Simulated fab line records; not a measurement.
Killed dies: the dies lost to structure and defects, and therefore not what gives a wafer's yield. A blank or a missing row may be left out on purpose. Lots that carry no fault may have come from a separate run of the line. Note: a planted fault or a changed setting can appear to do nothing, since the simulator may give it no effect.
A lot that was struck, set against a sound lot -- flow sky130 -- 16 out of 708 route steps
Sound: wafers L933.1, L933.2, L933.3. The struck wafers were L948.1, L948.3, L948.4. The cause is named last.
For every step that has rows: the tool of each side, followed by ch and its chambers, followed by its first start. Under that, the readings that differ: sound wafers -- struck wafers -- difference of the means -- sigmas: that difference in standard deviations of wafers without a fault.
alike: readings whose means differ by less than 2 such deviations, and words and numbers that are the same on both sides. not compared: withheld readings, readings that some wafer has no value for, bounds like >300 that may hide the same value, and numbers for which the record gives no deviation and whose values overlap.
Wherever a step has rows on one side only, a row that says differs or no value, or a row with sigmas, the two part there. Numbers that don't overlap but have no deviation are shown without sigmas and don't part them. A reading missing from all wafers of one side parts the sides only when that side holds two or more wafers.

SKY_NWELL_RS_MEAS_29: measures by four-point-probe.
  struck on film-metro-04, day 10 08:18; sound on film-metro-02, day 6 15:56
  alike: NWELL_RS
SKY_NWELL_RS_MEAS_31: measures by four-point-probe.
  struck on film-metro-04, day 10 08:32; sound on film-metro-02, day 6 16:10
  alike: PWDE_RS
then, 7 steps without rows for these wafers: SKY_VT_ADJUST_HVTP_DEHYDRATE_00 (time 60 s); SKY_VT_ADJUST_HVTP_HMDS_01 (prime time 60 s); SKY_VT_ADJUST_HVTP_COAT_02 (resist thk 1140 nm); SKY_VT_ADJUST_HVTP_SOFTBAKE_03 (time 60 s); SKY_VT_ADJUST_HVTP_EXPOSE_04 (exposes mask HVTPM, target cd 380 nm); SKY_VT_ADJUST_HVTP_PEB_05; SKY_VT_ADJUST_HVTP_DEVELOP_06 (develop time 60 s).
SKY_VT_ADJUST_HVTP_CD_MEAS_07: target cd 380 nm.
  struck on cd-sem-01, day 11 06:55; sound on cd-sem-01, day 7 11:07
  alike: cd-nm
SKY_VT_ADJUST_HVTP_OVL_MEAS_08:
  struck on overlay-02, day 11 07:02; sound on overlay-02, day 7 11:14
  alike: VT_ADJUST_HVTP_OVL
SKY_VT_ADJUST_HVTP_IMPLANT_09:
  sound on implanter-02 ch 0, day 7 11:16; struck on implanter-02 ch 0, day 11 07:04
reading,sound,struck,difference,sigmas
beam-energy-keV,149.98 149.98 149.98,137.11 137.06 137.10,-12.89,-99 or more
model.implant.rp-nm (nm),84.66 84.66 84.66,76.98 76.98 76.98,-7.68,
model.implant.drp-nm (nm),33.4 33.4 33.4,31.09 31.09 31.09,-2.31,
SKY_VT_ADJUST_HVTP_STRIP_10: strips in O2/N2.
  sound on plasma-asher-04 ch 0,1, day 7 11:25; struck on plasma-asher-02 ch 0,1, day 11 07:13
  alike: drypump-motor-current-A, o2-flow-sccm, oes-product-au, strip-time-to-endpoint-s
  not compared: rf-hours-counter-h
SKY_VT_ADJUST_HVTP_TW_MEAS_11:
  struck on film-metro-01, day 11 07:19; sound on film-metro-04, day 7 11:31
reading,sound,struck,difference,sigmas
VT_ADJUST_HVTP_TW,1371 1367 1370,1328 1333 1335,-37,-6
then, 1 step without rows for these wafers: SKY_VT_ADJUST_LVTN_DEHYDRATE_00 (time 60 s).
-- record jumps: 39 days separate the struck wafers' starts on either side; left off in module VT_ADJUST_LVTN, taken up again in module PAD_OPEN, whose first shown step is the route's number 708 --
SKY_PAD_OPEN_PROBE_99:
  struck on prober-02, day 50 13:01; sound on prober-02, day 47 04:04
reading,sound,struck,difference,sigmas
model.etest.tip-p.rs-ohm-sq,6941 6907 6878,7218 7247 7177,+305,
model.etest.pfet_01v8.r-on-ohm-um,2921 2862 2863,3075 3057 3084,+190,
model.etest.pfet_01v8.drive-ua-um,190.9 194.9 196.6,178.4 179.3 176.7,-16.0,
model.etest.pfet_01v8_mvt.drive-ua-um,149.7 154 151.2,139.3 140.4 140.3,-11.6,
model.etest.pfet_01v8_hvt.drive-ua-um,142.7 148.2 146.1,131.6 130.7 130.2,-14.8,
model.etest.sram-pfet-latch.drive-ua-um,139.3 140.7 140.8,127.8 130.6 128.7,-11.2,
model.etest.pfet_01v8_mvt.off-log10-a-um,-10.92 -10.78 -10.76,-12.18 -12.09 -12.06,-1.29,
model.etest.pfet_01v8.off-log10-a-um,-9.751 -9.737 -9.715,-11.14 -11.03 -11.24,-1.40,
  alike: killed_at_M0_to_M3, killed_at_M4_up, killed-at-contacts, killed-at-front-end, killed-at-other, killed-dies, killed-open, killed-short

== WHERE THEY PART ==
Earliest at SKY_VT_ADJUST_HVTP_IMPLANT_09; latest, in this record, at SKY_VT_ADJUST_HVTP_TW_MEAS_11. Later steps at which nothing parts them and some readings are alike: SKY_PAD_OPEN_PROBE_99.

WHY: whatever the simulator had introduced
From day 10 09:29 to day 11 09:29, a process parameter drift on implanter-02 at SKY_VT_ADJUST_HVTP_IMPLANT_09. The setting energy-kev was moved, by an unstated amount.
